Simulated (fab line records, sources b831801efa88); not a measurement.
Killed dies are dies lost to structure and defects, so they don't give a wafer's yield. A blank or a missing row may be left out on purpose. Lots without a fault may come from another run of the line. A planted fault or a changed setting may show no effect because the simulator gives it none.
One fault seen from 2 desks | flow sky130 | each desk has only its own numbers; what lay behind them comes last

THE METROLOGY DESK
What the gauges read, lot by lot, whatever tool the lot ran on: means of the sampled wafers that have a number. A lot is out of limits, marked OUT, if its mean lies more than 4 standard deviations from the usual mean; the brackets give that distance.
Columns: A = VIA3_HDPCVD_THK at SKY_VIA3_THK_MEAS_01, usual 1641 nm; B = VIA3_BOW at SKY_VIA3_BOW_MEAS_03, usual 81 um; C = cd_nm at SKY_VIA3_CD_MEAS_12, usual 200.2 nm; D = VIA3_OVL at SKY_VIA3_OVL_MEAS_13, usual 2 nm
lot  | first seen here | A    | B  | C     | D
L768 | day 38 07:06    | 1633 | 82 | 199.1 | -2
L769 | day 38 15:09    | 1651 | 85 | 200.7 | 3
L775 | day 41 02:16    | 1650 | 80 | 200.2 | 10
L777 | day 41 10:23    | 1625 | 64 | 202.9 | -6
L776 | day 41 12:56    | 1645 | 77 | 201.7 | 11
L789 | day 45 07:07    | 1669 | 80 | 201.0 | 2
L788 | day 45 08:11    | 1653 | 85 | 198.4 | -3
This desk's finding: nothing out of limits on any of the 7 lots.

THE TOOL OWNER'S DESK: litho_track-04
The tool's own readings at SKY_VIA3_COAT_07 (resist thk 450 nm): means of the sampled wafers that have a number, for each lot that ran on this tool. A lot is out of limits, marked OUT, if its mean lies more than 4 standard deviations from the usual mean; the brackets give that distance.
Columns: A = spin_speed_rpm at SKY_VIA3_COAT_07, usual 3000.2 rpm
lot  | first seen here | A
L769 | day 39 03:00    | 2998.6
L775 | day 41 14:00    | 3085.6 (+47) OUT
L777 | day 41 22:00    | 3086.4 (+48) OUT
L776 | day 42 00:00    | 3088.0 (+49) OUT
This desk's finding: out of limits on L775, L776, L777; first on L775, day 41 14:00 (spin_speed_rpm at SKY_VIA3_COAT_07). In limits: L769.

PUT TOGETHER
The tool owner's desk could have raised an alarm at day 41 14:00, on L775, L776, L777.
The metrology desk saw nothing out of limits.
The metrology desk has L775, L776, L777 on record, within its limits.
Of the lots named, all ran SKY_VIA3_COAT_07 on litho_track-04.

WHAT THE SIMULATOR HAD PUT IN
Process parameter drift: litho_track-04, from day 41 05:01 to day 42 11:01, at SKY_VIA3_COAT_07. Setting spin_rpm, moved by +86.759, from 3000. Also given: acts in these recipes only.
Lots struck among those shown: L775, L776, L777.
Hours from the fault's start to each desk's first reading out of limits: the tool owner's desk, 9.
